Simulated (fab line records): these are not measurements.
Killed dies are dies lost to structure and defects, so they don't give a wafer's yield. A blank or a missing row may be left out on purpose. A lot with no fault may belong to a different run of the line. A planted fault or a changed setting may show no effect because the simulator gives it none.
The same fault as seen by 2 desks / flow sky130 / numbers are kept per desk, each desk with only its own; the story behind them comes last

FOR THE TOOL OWNER'S DESK: wetBench-02
The tool's own readings at SKY_VIA4_CLEAN_15 (cleans in IPA, time 180 s): means of the sampled wafers that have a number, for each lot that ran on this tool. A lot is out of limits, marked OUT, if its mean lies more than 4 standard deviations from the usual mean; the brackets give that distance.
Columns: A = bathHeatDutyPct at SKY_VIA4_CLEAN_15, usual 6.4 %
lot=L191; first seen here=day 44 00:02; A=5.7
lot=L193; first seen here=day 44 18:22; A=6.2
lot=L195; first seen here=day 45 02:34; A=6.7
lot=L196; first seen here=day 45 12:33; A=6.5
lot=L204; first seen here=day 46 23:25; A=5.7
lot=L206; first seen here=day 47 14:44; A=5.2
Result from this desk: across the 6 lots, nothing is out of limits.

THE METROLOGY DESK
Means of the sampled wafers that have a number, per lot and without regard to the tool the lot ran on: this is what the gauges read. A lot is out of limits, marked OUT, if its mean lies more than 4 standard deviations from the usual mean; the brackets give that distance.
Columns: A = VIA4_W_THK at SKY_VIA4_THK_MEAS_20, usual 519 nm; B = PAD_OPEN_BOW at SKY_PAD_OPEN_BOW_MEAS_13, usual 48 um
lot=L188; first seen here=day 42 21:29; A=518; B=44
lot=L189; first seen here=day 42 21:43; A=519; B=55
lot=L191; first seen here=day 44 00:32; A=521; B=40
lot=L193; first seen here=day 44 18:51; A=527; B=48
lot=L194; first seen here=day 44 21:14; A=503; B=55
lot=L195; first seen here=day 45 03:03; A=514; B=49
lot=L196; first seen here=day 45 13:02; A=516; B=31
lot=L197; first seen here=day 45 20:52; A=527; B=41
lot=L199; first seen here=day 46 12:25; A=521; B=58
lot=L204; first seen here=day 46 23:53; A=509; B=53
lot=L206; first seen here=day 47 15:13; A=519; B=54
lot=L210; first seen here=day 48 14:07; A=530; B=53
lot=L211; first seen here=day 48 22:16; A=528; B=39
Result from this desk: across the 13 lots, nothing is out of limits.

BROUGHT TOGETHER
Nothing out of limits was seen by the tool owner's desk.
At the metrology desk, nothing out of limits was observed.

WHAT HAD BEEN PUT IN BY THE SIMULATOR
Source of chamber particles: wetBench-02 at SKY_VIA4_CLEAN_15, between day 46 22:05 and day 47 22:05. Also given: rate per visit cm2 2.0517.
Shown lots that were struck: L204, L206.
